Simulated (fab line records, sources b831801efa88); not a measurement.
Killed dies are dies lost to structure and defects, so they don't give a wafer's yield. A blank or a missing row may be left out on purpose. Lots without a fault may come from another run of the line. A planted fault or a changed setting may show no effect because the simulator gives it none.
A struck lot beside a sound one | flow sky130 | 19 steps out of a route of 708
Sound: wafers L633.2, L633.3, L633.6. Struck: wafers L646.1, L646.2, L646.4. The cause comes at the end.
At each step with rows: each side's tool, then ch and its chambers, then its first start. Under that, the readings that differ: sound wafers | struck wafers | difference of the means | sigmas: that difference in standard deviations of wafers without a fault.
alike: readings whose means differ by less than 2 such deviations, and words and numbers that are the same on both sides. not compared: withheld readings, readings that some wafer has no value for, bounds like >300 that may hide the same value, and numbers for which the record gives no deviation and whose values overlap.
The two part at a step that has a row with sigmas, a row that says differs or no value, or rows on one side only. Numbers that don't overlap but have no deviation are shown without sigmas and don't part them. A reading that every wafer of one side lacks parts them only if that side has two wafers or more.

first, 1 step without rows for these wafers: SKY_RES_XHIGH_IMPLANT_07.
SKY_RES_XHIGH_STRIP_08: strips in O2/N2.
  sound on plasma_asher-02 ch 0,1, day 28 14:59; struck on plasma_asher-02 ch 0,1, day 32 18:59
  alike: drypump_motor_current_A, oes_product_au, strip_time_to_endpoint_s
  not compared: rf_hours_counter_h
SKY_RES_XHIGH_TW_MEAS_09:
  sound on film_metro-04, day 28 15:06; struck on film_metro-02, day 32 19:05
  reading      | sound          | struck         | difference | sigmas
  RES_XHIGH_TW | 1614 1617 1614 | 1659 1652 1661 | +42        | +3
then, 7 steps without rows for these wafers: SKY_SD_N_DEHYDRATE_00 (time 60 s); SKY_SD_N_HMDS_01 (prime time 60 s); SKY_SD_N_COAT_02 (resist thk 1140 nm); SKY_SD_N_SOFTBAKE_03 (time 60 s); SKY_SD_N_EXPOSE_04 (exposes mask NSDM, target cd 380 nm); SKY_SD_N_PEB_05; SKY_SD_N_DEVELOP_06 (develop time 60 s).
SKY_SD_N_CD_MEAS_07: target cd 380 nm.
  sound on cd_sem-02, day 29 18:58; struck on cd_sem-01, day 33 21:13
  alike: cd_nm
SKY_SD_N_OVL_MEAS_08:
  sound on overlay-02, day 29 19:05; struck on overlay-02, day 33 21:20
  alike: SD_N_OVL
SKY_SD_N_IMPLANT_09:
  sound on implanter-01 ch 0, day 29 19:08; struck on implanter-01 ch 0, day 33 21:22
  reading                   | sound                | struck               | difference | sigmas
  beam_energy_keV           | 49.968 49.988 49.991 | 38.055 38.059 38.080 | -11.918    | -99 or more
  model.implant.rp_nm (nm)  | 33.24 33.24 33.24    | 25.79 25.79 25.79    | -7.45      |
  model.implant.drp_nm (nm) | 14.11 14.11 14.11    | 11.52 11.52 11.52    | -2.59      |
  alike: faraday_current_uA
then, 1 step without rows for these wafers: SKY_SD_N_IMPLANT_10.
SKY_SD_N_STRIP_11: strips in O2/N2.
  sound on plasma_asher-01 ch 0,1, day 29 19:25; struck on plasma_asher-03 ch 0,1, day 33 21:40
  reading                      | sound             | struck            | difference | sigmas
  oes_product_au (a.u.)        | 0.530 0.524 0.529 | 0.541 0.549 0.560 | +0.022     | +5
  strip_time_to_endpoint_s (s) | 22.57 22.62 22.56 | 20.75 20.79 20.77 | -1.81      | -44
  alike: drypump_motor_current_A
  not compared: rf_hours_counter_h
SKY_SD_N_TW_MEAS_12:
  sound on film_metro-02, day 29 19:31; struck on film_metro-03, day 33 22:04
  reading | sound          | struck         | difference | sigmas
  SD_N_TW | 4010 4021 4040 | 3707 3707 3717 | -313       | -9
  not compared: hold
SKY_SD_N_RTA_14: time 2 s.
  sound on rtp_anneal-02 ch 0, day 29 19:38; struck on rtp_anneal-01 ch 0, day 34 04:44
  alike: lamp_power_pct, wafer_temp_C_max
SKY_SD_N_RS_MEAS_16: measures by four-point-probe.
  sound on film_metro-03, day 29 19:49; struck on film_metro-03, day 34 05:20
  reading          | sound             | struck            | difference | sigmas
  SD_N_RS (ohm/sq) | 68.56 68.48 68.53 | 78.34 78.05 78.27 | +9.70      | +99 or more
  not compared: hold
SKY_PAD_OPEN_PROBE_99:
  the record has rows for the sound wafers here (prober-02, day 47 02:37) and none for the struck ones

WHERE THEY PART
First at SKY_RES_XHIGH_TW_MEAS_09; last, within this record, at SKY_PAD_OPEN_PROBE_99.

WHY: what the simulator had put in
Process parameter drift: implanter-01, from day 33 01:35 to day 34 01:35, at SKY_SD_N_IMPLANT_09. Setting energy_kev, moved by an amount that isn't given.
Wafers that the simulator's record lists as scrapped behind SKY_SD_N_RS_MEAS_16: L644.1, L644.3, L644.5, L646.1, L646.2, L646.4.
